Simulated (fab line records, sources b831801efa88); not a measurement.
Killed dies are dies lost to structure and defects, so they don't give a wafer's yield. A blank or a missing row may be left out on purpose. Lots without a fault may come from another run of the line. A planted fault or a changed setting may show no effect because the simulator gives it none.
fab line records | flow sky130
record lots=7 wafers=21 last_day=50
route steps=708 shown VIA1@475 METAL2@483 PAD_OPEN@708
lots that met no fault: from a run of the same line without faults
start_h: hours from the record's first day to the start of the lot's first wafer shown | wait_h: hours since the lot's step before | " the same as in the row above | L1.1+2: a row that stands for several wafers | - no value, or no start given | * or withheld: withheld | < > ~ a bound
route shown NAME@n: a module of which the file shows steps, and the number in the route of the first | usual: mean/standard deviation of fault-free wafers | same: alike in all rows | chamber/n: place in a boat | sites: the reading at each site | _std_site: their standard deviation | _edge_site: outer sites' mean less inner sites' | radius_mm: how far each site lies from the wafer's centre | mask NAME#n: copy n | behind: the tool/chamber that last shaped the wafer | hold: why the lot was held/for how many hours/how that ended | device: the transistor (n, p or np) that didn't switch | end of line: the same wafers' tests at the end of the route | a step without rows: its recipe alone | killed: dies lost to structure and defects at the first sort, not the wafer's yield | map: a wafer's dies, x killed, . not, _ none there
set.NAME: the setting as run; set.NAME@STEP: as run at that earlier step | model.NAME: the simulator's own value behind a step, which no gauge read
lots at some steps of the route; a table a step, a row a wafer
services: from which hour (start_h, from the record's first day; less than 0 if before it) a tool's chamber was out of use, for how many hours, and why
## steps
# step SKY_VIA1_STRIP_17
# recipe chemistry=post_etch_residue_remover time_s=1200 temp_c=72.5
# step SKY_VIA1_CLEAN_18
# recipe chemistry=IPA time_s=180 temp_c=25
# step SKY_VIA1_CLEAN_19
# recipe chemistry=O3/DIW dry=n2_spin
# step SKY_VIA1_SPUTTER_20
# recipe material=TiN target_thk_nm=20 chamber_pressure_pa=5 power_w=4000 time_s=80
# step SKY_VIA1_CVD_21
# recipe material=W target_thk_nm=270 time_s=80.902 temp_c=400 pressure_torr=40
# step SKY_VIA1_RS_MEAS_22
# recipe thk_meas_gauge=four-point-probe reads=W_of_VIA1_CVD_21+TiN_of_VIA1_SPUTTER_20
# usual VIA1_W_RS=0.428/0.0053
# columns lot.wafer tool chamber start_h wait_h VIA1_W_RS[ohm/sq]
L640.1 film_metro-01 - 792.11 0.1 0.431
L640.4 " - " " 0.424
L640.6 " - " " 0.422
L649.2 film_metro-03 - 867.49 0.1 0.425
L649.4 " - " " 0.430
L649.6 " - " " 0.423
L653.2 film_metro-01 - 896.50 0.1 0.434
L653.3 " - " " 0.433
L653.5 " - " " 0.437
L654.1 film_metro-03 - 898.44 0.1 0.428
L654.3 " - " " 0.434
L654.5 " - " " 0.427
L655.3 film_metro-02 - 914.41 0.1 0.433
L655.4 " - " " 0.422
L655.5 " - " " 0.431
L661.2 film_metro-01 - 945.44 0.1 0.427
L661.4 " - " " 0.429
L661.6 " - " " 0.425
L662.2 film_metro-01 - 960.55 0.1 0.431
L662.3 " - " " 0.430
L662.5 " - " " 0.434
# step SKY_VIA1_THK_MEAS_23
# recipe thk_meas_gauge=xrf reads=W_of_VIA1_CVD_21
# usual VIA1_W_THK=275/3.7
# columns lot.wafer tool chamber start_h wait_h VIA1_W_THK[nm]
L640.1 film_metro-01 - 792.23 0.1 272
L640.4 " - " " 277
L640.6 " - " " 278
L649.2 film_metro-03 - 867.60 0.1 276
L649.4 " - " " 272
L649.6 " - " " 276
L653.2 film_metro-01 - 896.61 0.1 271
L653.3 " - " " 272
L653.5 " - " " 270
L654.1 film_metro-03 - 898.56 0.1 277
L654.3 " - " " 273
L654.5 " - " " 276
L655.3 film_metro-02 - 914.51 0.1 270
L655.4 " - " " 276
L655.5 " - " " 271
L661.2 film_metro-01 - 945.55 0.1 277
L661.4 " - " " 275
L661.6 " - " " 279
L662.2 film_metro-01 - 960.66 0.1 276
L662.3 " - " " 276
L662.5 " - " " 275
# step SKY_VIA1_CMP_24
# recipe stop_on=SiO2 t_overpolish_s=15 down_force_psi=3.5 platen_rpm=60 target_thk_nm=0 pad_velocity_m_s=0.94248
# usual motor_current_A=10.5/0.88 overpolish_run_s=15.000/0.0089 time_to_endpoint_s=66/3.2
# columns lot.wafer tool chamber start_h wait_h motor_current_A overpolish_run_s time_to_endpoint_s
L640.4 cmp-01 3 792.29 0.0 9.7 14.988 68
L640.1 " 2 " " 10.1 15.007 61
L640.6 " 3 " " 9.3 14.991 68
L649.4 cmp-02 2 868.44 0.8 11.1 15.014 65
L649.2 " 0 " " 11.0 14.999 68
L649.6 " 3 " " 10.0 14.996 68
L653.2 cmp-01 2 896.66 0.0 10.3 14.996 68
L653.3 " 1 " " 11.1 15.010 68
L653.5 " 2 " " 10.0 15.015 65
L654.3 cmp-01 3 898.72 0.1 9.2 15.013 64
L654.1 " 0 " " 11.5 15.002 64
L654.5 " 1 " " 10.7 15.005 65
L655.3 cmp-02 1 914.58 0.1 9.7 15.003 63
L655.4 " 2 " " 11.7 15.000 66
L655.5 " 2 " " 11.7 15.011 62
L661.4 cmp-02 0 945.65 0.1 10.9 14.996 68
L661.2 " 1 " " 9.3 14.976 67
L661.6 " 3 " " 10.3 15.015 68
L662.2 cmp-01 1 960.71 0.0 10.6 15.020 65
L662.3 " 0 " " 11.5 14.999 65
L662.5 " 1 " " 10.6 14.996 65
# step SKY_METAL2_SPUTTER_00
# recipe material=Ti target_thk_nm=15 power_w=3000 time_s=10 chamber_pressure_pa=0.4
# usual chamber_pressure_pa=0.4000/0.00078 throttle_valve_pct=29.9/1
# columns lot.wafer tool chamber start_h wait_h chamber_pressure_pa throttle_valve_pct
L640.1 pvd_sputter-04 - 792.59 0.1 0.4008 31.1
L640.4 " - " " 0.3994 30.8
L640.6 " - " " 0.4009 30.5
L649.2 pvd_sputter-02 - 868.74 0.1 0.3997 31.7
L649.4 " - " " 0.3993 28.7
L649.6 " - " " 0.4008 29.2
L653.2 pvd_sputter-02 - 896.96 0.2 0.4011 29.0
L653.3 " - " " 0.3986 31.8
L653.5 " - " " 0.4016 28.7
L654.1 pvd_sputter-02 - 898.92 0.1 0.4006 28.0
L654.3 " - " " 0.4004 31.5
L654.5 " - " " 0.4014 28.8
L655.3 pvd_sputter-02 - 914.88 0.2 0.3990 31.6
L655.4 " - " " 0.4003 28.2
L655.5 " - " " 0.3999 29.1
L661.2 pvd_sputter-04 - 945.90 0.1 0.3998 30.9
L661.4 " - " " 0.3998 29.3
L661.6 " - " " 0.4002 29.2
L662.2 pvd_sputter-01 - 961.01 0.2 0.3995 30.1
L662.3 " - " " 0.3985 29.9
L662.5 " - " " 0.4011 31.0
# step SKY_METAL2_SPUTTER_01
# recipe material=TiN target_thk_nm=20 power_w=6500 time_s=16.7 chamber_pressure_pa=0.4
# usual chamber_pressure_pa=0.4000/0.00076 throttle_valve_pct=29.8/1.1
# columns lot.wafer tool chamber start_h wait_h chamber_pressure_pa throttle_valve_pct
L640.1 pvd_sputter-04 - 792.61 0.0 0.4017 31.0
L640.4 " - " " 0.3984 30.2
L640.6 " - " " 0.3985 30.5
L649.2 pvd_sputter-02 - 868.76 0.0 0.4011 31.5
L649.4 " - " " 0.4008 28.7
L649.6 " - " " 0.4003 28.9
L653.2 pvd_sputter-02 - 896.98 0.0 0.4007 28.8
L653.3 " - " " 0.3993 31.6
L653.5 " - " " 0.4011 29.0
L654.1 pvd_sputter-02 - 898.94 0.0 0.3993 28.1
L654.3 " - " " 0.4006 31.7
L654.5 " - " " 0.4004 28.8
L655.3 pvd_sputter-02 - 914.90 0.0 0.4002 31.8
L655.4 " - " " 0.4001 28.2
L655.5 " - " " 0.3991 29.2
L661.2 pvd_sputter-04 - 945.92 0.0 0.3994 31.0
L661.4 " - " " 0.3997 29.5
L661.6 " - " " 0.4000 29.4
L662.2 pvd_sputter-01 - 961.03 0.0 0.3992 30.5
L662.3 " - " " 0.4010 30.0
L662.5 " - " " 0.3997 31.5
# step SKY_METAL2_SPUTTER_02
# recipe material=AlCu target_thk_nm=250 power_w=10600 time_s=13.3 chamber_pressure_pa=0.4
# step SKY_METAL2_SPUTTER_03
# recipe material=Ti target_thk_nm=5 power_w=3000 time_s=3.3 chamber_pressure_pa=0.4
# usual chamber_pressure_pa=0.4001/0.0011 throttle_valve_pct=29.9/1.1
# columns lot.wafer tool chamber start_h wait_h chamber_pressure_pa throttle_valve_pct
L640.1 pvd_sputter-04 - 792.66 0.0 0.4005 30.8
L640.4 " - " " 0.4016 30.6
L640.6 " - " " 0.4021 30.5
L649.2 pvd_sputter-02 - 868.81 0.0 0.4010 31.5
L649.4 " - " " 0.3993 28.9
L649.6 " - " " 0.3993 28.9
L653.2 pvd_sputter-02 - 897.03 0.0 0.4000 29.0
L653.3 " - " " 0.3998 31.7
L653.5 " - " " 0.4014 28.9
L654.1 pvd_sputter-02 - 898.99 0.0 0.3996 28.2
L654.3 " - " " 0.3991 31.6
L654.5 " - " " 0.4000 29.0
L655.3 pvd_sputter-02 - 914.95 0.0 0.4000 31.9
L655.4 " - " " 0.4000 28.2
L655.5 " - " " 0.3991 29.4
L661.2 pvd_sputter-04 - 945.97 0.0 0.3991 30.9
L661.4 " - " " 0.3992 29.4
L661.6 " - " " 0.4001 29.2
L662.2 pvd_sputter-01 - 961.08 0.0 0.4005 30.3
L662.3 " - " " 0.4007 29.9
L662.5 " - " " 0.4010 31.1
# step SKY_METAL2_SPUTTER_04
# recipe material=TiN target_thk_nm=70 power_w=6500 time_s=58.3 chamber_pressure_pa=0.4
# usual chamber_pressure_pa=0.3999/0.0008 throttle_valve_pct=29.8/1.1
# columns lot.wafer tool chamber start_h wait_h chamber_pressure_pa throttle_valve_pct model.TiN_of_METAL2_SPUTTER_04.thk_nm
L640.1 pvd_sputter-04 - 792.68 0.0 0.3999 30.8 69.81
L640.4 " - " " 0.3996 30.6 69.1
L640.6 " - " " 0.3989 30.4 69.03
L649.2 pvd_sputter-02 - 868.83 0.0 0.4011 31.7 70.66
L649.4 " - " " 0.3992 28.7 70.39
L649.6 " - " " 0.4007 28.7 70.36
L653.2 pvd_sputter-02 - 897.05 0.0 0.2910 33.9 73.8
L653.3 " - " " 0.2897 37.0 74.33
L653.5 " - " " 0.2902 34.1 74.04
L654.1 pvd_sputter-02 - 899.01 0.0 0.2900 32.9 74.19
L654.3 " - " " 0.2895 36.9 73.99
L654.5 " - " " 0.2918 34.1 73.85
L655.3 pvd_sputter-02 - 914.97 0.0 0.2913 37.1 73.36
L655.4 " - " " 0.2913 33.1 73.41
L655.5 " - " " 0.2900 34.0 73.28
L661.2 pvd_sputter-04 - 945.99 0.0 0.4010 31.1 70.18
L661.4 " - " " 0.4000 29.2 70.1
L661.6 " - " " 0.4000 29.3 70.26
L662.2 pvd_sputter-01 - 961.10 0.0 0.4008 30.2 70.27
L662.3 " - " " 0.3987 30.2 69.32
L662.5 " - " " 0.3996 31.1 70.65
# step SKY_METAL2_RS_MEAS_05
# recipe thk_meas_gauge=four-point-probe reads=TiN_of_METAL2_SPUTTER_04+Ti_of_METAL2_SPUTTER_03+AlCu_of_METAL2_SPUTTER_02+TiN_of_METAL2_SPUTTER_01+Ti_of_METAL2_SPUTTER_00
# usual METAL2_ALCU_RS=0.1269/0.0014
# columns lot.wafer tool chamber start_h wait_h METAL2_ALCU_RS[ohm/sq]
L640.1 film_metro-03 - 792.73 0.0 0.1253
L640.4 " - " " 0.1265
L640.6 " - " " 0.1266
L649.2 film_metro-03 - 868.90 0.0 0.1270
L649.4 " - " " 0.1272
L649.6 " - " " 0.1273
L653.2 film_metro-01 - 897.12 0.0 0.1284
L653.3 " - " " 0.1289
L653.5 " - " " 0.1292
L654.1 film_metro-04 - 899.05 0.0 0.1273
L654.3 " - " " 0.1276
L654.5 " - " " 0.1280
L655.3 film_metro-04 - 915.06 0.1 0.1297
L655.4 " - " " 0.1282
L655.5 " - " " 0.1271
L661.2 film_metro-01 - 946.06 0.0 0.1272
L661.4 " - " " 0.1272
L661.6 " - " " 0.1273
L662.2 film_metro-03 - 961.17 0.0 0.1268
L662.3 " - " " 0.1272
L662.5 " - " " 0.1273
# step SKY_METAL2_THK_MEAS_06
# recipe thk_meas_gauge=xrf reads=AlCu_of_METAL2_SPUTTER_02
# usual METAL2_ALCU_THK=248/3.2
# columns lot.wafer tool chamber start_h wait_h METAL2_ALCU_THK[nm]
L640.1 film_metro-03 - 792.85 0.1 253
L640.4 " - " " 250
L640.6 " - " " 250
L649.2 film_metro-03 - 869.01 0.1 248
L649.4 " - " " 248
L649.6 " - " " 248
L653.2 film_metro-01 - 897.23 0.1 243
L653.3 " - " " 241
L653.5 " - " " 241
L654.1 film_metro-04 - 899.17 0.1 243
L654.3 " - " " 244
L654.5 " - " " 242
L655.3 film_metro-04 - 915.16 0.1 238
L655.4 " - " " 240
L655.5 " - " " 243
L661.2 film_metro-01 - 946.17 0.1 248
L661.4 " - " " 246
L661.6 " - " " 248
L662.2 film_metro-03 - 961.28 0.1 250
L662.3 " - " " 246
L662.5 " - " " 247
# step SKY_METAL2_DEHYDRATE_07
# recipe temp_c=200 time_s=60
# step SKY_METAL2_HMDS_08
# recipe prime_time_s=60 prime_temp_c=120
# step SKY_METAL2_COAT_09
# recipe resist=BARC temp_c=withheld time_s=withheld spin_rpm=3000 resist_thk_nm=60
# step SKY_METAL2_COAT_10
# recipe resist=KrF-thick spin_rpm=3000 resist_thk_nm=450
# step SKY_METAL2_SOFTBAKE_11
# recipe temp_c=100 time_s=90 resist=KrF-thick
# step SKY_METAL2_EXPOSE_12
# recipe mask_id=MM2 na=0.8 source_shape=annular sigma_inner=0.55 sigma_outer=0.85 target_cd_nm=140 dose_mj=28
# step SKY_METAL2_PEB_13
# recipe peb_temp_c=withheld peb_time_s=withheld resist=KrF-thick
# step SKY_METAL2_DEVELOP_14
# recipe develop_time_s=60 resist=KrF-thick dev_temp_c=21
# step SKY_METAL2_CD_MEAS_15
# recipe target_cd_nm=140
# usual cd_nm=139.8/1.6
# columns lot.wafer tool chamber start_h wait_h cd_nm
L640.1 cd_sem-01 - 819.49 - 139.8
L640.4 " - " " 138.4
L640.6 " - " " 139.6
L649.2 cd_sem-01 - 894.04 - 140.1
L649.4 " - " " 138.5
L649.6 " - " " 140.1
L653.2 cd_sem-02 - 921.91 - 139.6
L653.3 " - " " 140.2
L653.5 " - " " 140.1
L654.1 cd_sem-01 - 923.97 - 140.2
L654.3 " - " " 140.7
L654.5 " - " " 141.0
L655.3 cd_sem-02 - 939.82 - 139.0
L655.4 " - " " 138.7
L655.5 " - " " 138.9
L661.2 cd_sem-02 - 970.69 - 137.2
L661.4 " - " " 138.8
L661.6 " - " " 137.6
L662.2 cd_sem-01 - 985.19 - 138.1
L662.3 " - " " 138.3
L662.5 " - " " 136.0
# step SKY_METAL2_OVL_MEAS_16
# usual METAL2_OVL=-3/6
# columns lot.wafer tool chamber start_h wait_h METAL2_OVL[nm]
L640.1 overlay-02 - 819.61 0.1 2
L640.4 " - " " -3
L640.6 " - " " -2
L649.2 overlay-02 - 894.14 0.1 -2
L649.4 " - " " -1
L649.6 " - " " 3
L653.2 overlay-01 - 922.02 0.1 -8
L653.3 " - " " -9
L653.5 " - " " -11
L654.1 overlay-01 - 924.09 0.1 2
L654.3 " - " " -4
L654.5 " - " " 0
L655.3 overlay-02 - 939.92 0.1 0
L655.4 " - " " 2
L655.5 " - " " 4
L661.2 overlay-01 - 970.79 0.1 -11
L661.4 " - " " -14
L661.6 " - " " -19
L662.2 overlay-01 - 985.29 0.1 -4
L662.3 " - " " -10
L662.5 " - " " -8
# step SKY_METAL2_DESCUM_17
# recipe chemistry=O2 source_power_w=150 bias_power_w=0 pressure_mtorr=10 temp_c=40 time_s=8
# step SKY_METAL2_ETCH_18
# recipe chemistry=N2/H2 target=BARC ion_energy_ev=200 bias_w=100 pressure_mtorr=30 n2_flow_sccm=100 h2_flow_sccm=200 icp_w=500 stop_on=SiO2 time_s=45.9 target_depth_a=600
# usual drypump_motor_current_A=5.5/0.47 oes_product_au=0.854/0.0044 rf_fwd_power_W=495.0/2.7 throttle_valve_pct=13.225/0.0086
# columns lot.wafer tool chamber start_h wait_h drypump_motor_current_A oes_product_au rf_fwd_power_W rf_hours_counter_h throttle_valve_pct
L640.1 rie_metal-01 0 819.67 0.0 6.1 0.849 497.1 8 13.223
L640.4 " 1 " " 6.0 0.857 494.3 - 13.214
L640.6 " 0 " " 6.1 0.858 499.7 - 13.223
L649.2 rie_metal-04 0 894.20 0.0 5.4 0.858 494.6 8 13.228
L649.4 " 0 " " 5.4 0.853 493.5 - 13.225
L649.6 " 1 " " 6.0 0.853 490.5 - 13.229
L653.2 rie_metal-02 0 922.08 0.0 5.2 0.852 494.9 12 13.224
L653.3 " 1 " " 4.8 0.859 497.2 - 13.226
L653.5 " 0 " " 5.2 0.860 493.2 - 13.224
L654.1 rie_metal-01 1 924.15 0.0 5.9 0.852 495.6 3 13.222
L654.3 " 1 " " 5.9 0.855 493.2 - 13.225
L654.5 " 0 " " 6.1 0.859 498.0 - 13.207
L655.3 rie_metal-02 0 939.99 0.0 5.2 0.856 494.5 - 13.223
L655.4 " 1 " " 4.8 0.855 497.3 - 13.232
L655.5 " 1 " " 4.8 0.858 498.5 - 13.220
L661.2 rie_metal-01 0 970.85 0.0 6.1 0.853 497.6 16 13.231
L661.4 " 0 " " 6.1 0.853 495.8 - 13.227
L661.6 " 1 " " 6.0 0.845 493.5 - 13.230
L662.2 rie_metal-02 0 985.35 0.0 5.2 0.851 494.5 15 13.225
L662.3 " 1 " " 4.8 0.852 495.0 - 13.224
L662.5 " 0 " " 5.2 0.850 495.1 - 13.226
# step SKY_METAL2_METAL_ETCH_19
# recipe target_depth_a=3600 stop_on=SiO2 over_etch_frac=0.3 time_s=78 chemistry=Cl2/BCl3 resist_sidewall_deg=88 pressure_mtorr=10 icp_w=900 bias_w=48.5 Cl2_flow_sccm=60 bcl3_flow_sccm=30
# step SKY_METAL2_STRIP_20
# recipe chemistry=O2/N2 power_w=1400 pressure_mtorr=1500 platen_temp_c=withheld o2_flow_sccm=3000 n2_flow_sccm=300 overash_fraction=0.5
# step SKY_METAL2_STRIP_21
# recipe chemistry=post_etch_residue_remover time_s=1200 temp_c=72.5
# columns lot.wafer tool chamber start_h wait_h model.TiN_of_METAL2_SPUTTER_04.thk_nm
L640.1 wet_bench-02 2 819.93 0.1 69.39
L640.4 " 2 " " 68.67
L640.6 " 2 " " 68.6
L649.2 wet_bench-01 1 894.46 0.1 70.24
L649.4 " 1 " " 69.97
L649.6 " 1 " " 69.94
L653.2 wet_bench-02 2 922.33 0.1 73.38
L653.3 " 2 " " 73.9
L653.5 " 2 " " 73.62
L654.1 wet_bench-02 2 924.41 0.1 73.77
L654.3 " 2 " " 73.57
L654.5 " 2 " " 73.44
L655.3 wet_bench-01 3 940.22 0.0 72.94
L655.4 " 3 " " 72.99
L655.5 " 3 " " 72.86
L661.2 wet_bench-02 0 971.11 0.1 69.76
L661.4 " 0 " " 69.68
L661.6 " 0 " " 69.84
L662.2 wet_bench-02 1 985.61 0.1 69.85
L662.3 " 1 " " 68.9
L662.5 " 1 " " 70.23
# step SKY_METAL2_CLEAN_22
# recipe chemistry=IPA time_s=180 temp_c=25
# step SKY_PAD_OPEN_PROBE_99
# usual defect_limited_yield=82.2/1.9 killed_at_M0_to_M3=44/7.2 killed_at_M4_up=3.0/1.9 killed_at_contacts=25/4.8 killed_at_front_end=16/4.2 killed_at_other=0.2/0.44 killed_dies=88/9.3 killed_open=48/7.1 killed_short=40/6.5 sort_bin_3_pad_short=0.9/0.4 sort_bin_5_function=10.5/1.5 sort_bin_6_memory=6.5/0.98 sort_n_pass=404/9.3 sort_yield_pct=82.2/1.9
# same gross_dies=492 killed_at_back_side=0 sort_bin_4_leakage[%]=0 sort_bin_8_speed[%]=0
# columns lot.wafer tool chamber start_h wait_h defect_limited_yield[%] killed_at_M0_to_M3 killed_at_M4_up killed_at_contacts killed_at_front_end killed_at_other killed_dies killed_open killed_short sort_bin_3_pad_short[%] sort_bin_5_function[%] sort_bin_6_memory[%] sort_n_pass sort_yield_pct[%]
L649.2 prober-02 - 1133.54 0.1 83.1 41 3 27 12 0 83 49 34 0.4 9.6 6.9 409 83.1
L649.4 prober-02 - 1133.64 0.2 79.5 40 7 30 24 0 101 47 54 0.4 12.8 7.3 391 79.5
L649.6 prober-02 - 1133.74 0.2 82.3 40 2 27 18 0 87 48 39 0.6 10.2 6.9 405 82.3
# killed by level:class
L649.2 CONTACT:geometric_particle:open=9 LI_CONTACT:geometric_particle:open=9 VIA1:geometric_particle:open=7 VIA3:geometric_particle:open=7 METAL1:geometric_particle:short=6 VIA2:geometric_particle:open=6 LOCAL_INTERCONNECT:geometric_particle:short=4 CONTACT:geometric_particle:short=4
L649.4 METAL2:geometric_particle:short=11 LI_CONTACT:geometric_particle:open=9 VIA3:geometric_particle:open=8 FIELD_ISO:geometric_particle:open=6 LI_CONTACT:geometric_particle:short=6 CONTACT:geometric_particle:open=6 FIELD_ISO:geometric_particle:short=5 CONTACT:geometric_particle:short=5
L649.6 CONTACT:geometric_particle:open=12 VIA1:geometric_particle:short=8 VIA3:geometric_particle:open=8 FIELD_ISO:geometric_particle:open=7 CONTACT:geometric_particle:short=7 VIA1:geometric_particle:open=7 LI_CONTACT:geometric_particle:open=6 FIELD_ISO:geometric_particle:short=4
## services
# columns tool chamber start_h hours kind
rie_metal-01 1 787.42 3.1 repair
cmp-02 - 806.56 2.3 repair
cmp-02 - 817.88 5.0 pm
cmp-01 - 822.86 5.5 pm
pvd_sputter-01 - 831.25 1.7 repair
pvd_sputter-02 3 832.59 - consumable_replace:kit
pvd_sputter-02 3 832.59 18.0 scheduled_down
pvd_sputter-02 3 832.59 18.0 vent_cycle
pvd_sputter-04 - 854.01 2.2 repair
pvd_sputter-04 - 861.80 3.0 repair
cmp-01 - 865.72 1.6 repair
cmp-01 - 868.11 0.4 repair
pvd_sputter-01 - 877.03 2.0 repair
pvd_sputter-01 - 885.03 1.8 repair
rie_metal-01 0 897.57 11.4 repair
cmp-02 - 910.81 1.0 repair
cmp-01 - 911.95 10.2 pm
cmp-02 - 920.14 1.0 repair
cmp-01 - 922.15 4.0 pm
rie_metal-02 0 927.23 11.1 repair
cmp-01 - 944.04 4.4 repair
rie_metal-02 - 946.12 0.6 repair
cmp-01 - 971.26 0.4 repair
rie_metal-02 - 976.11 0.2 repair
## key
first_sign step=SKY_METAL2_SPUTTER_04 reading=chamber_pressure_pa direction=down sigmas=99+ usual=0.3999 struck=0.2905
effect step=SKY_METAL2_SPUTTER_04 reading=throttle_valve_pct direction=up sigmas=4.7 usual=29.8 struck=34.8
model_effect step=SKY_METAL2_SPUTTER_04 value=TiN_of_METAL2_SPUTTER_04.thk_nm without=70.91 struck=73.81
model_effect step=SKY_METAL2_STRIP_21 value=TiN_of_METAL2_SPUTTER_04.thk_nm without=70.49 struck=73.39
met_at SKY_METAL2_SPUTTER_04
struck_wafers L653.2,L653.3,L653.5,L654.1,L654.3,L654.5,L655.3,L655.4,L655.5
onset_between 868.83 897.05
fault kind=process_parameter_drift tool=pvd_sputter-02 chamber=- onset_h=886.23 steps=SKY_METAL2_SPUTTER_04 channel=chamber_pressure_pa offset=-0.10933 shape=step end_h=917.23 acts_in=these_recipes_only stated=0.4
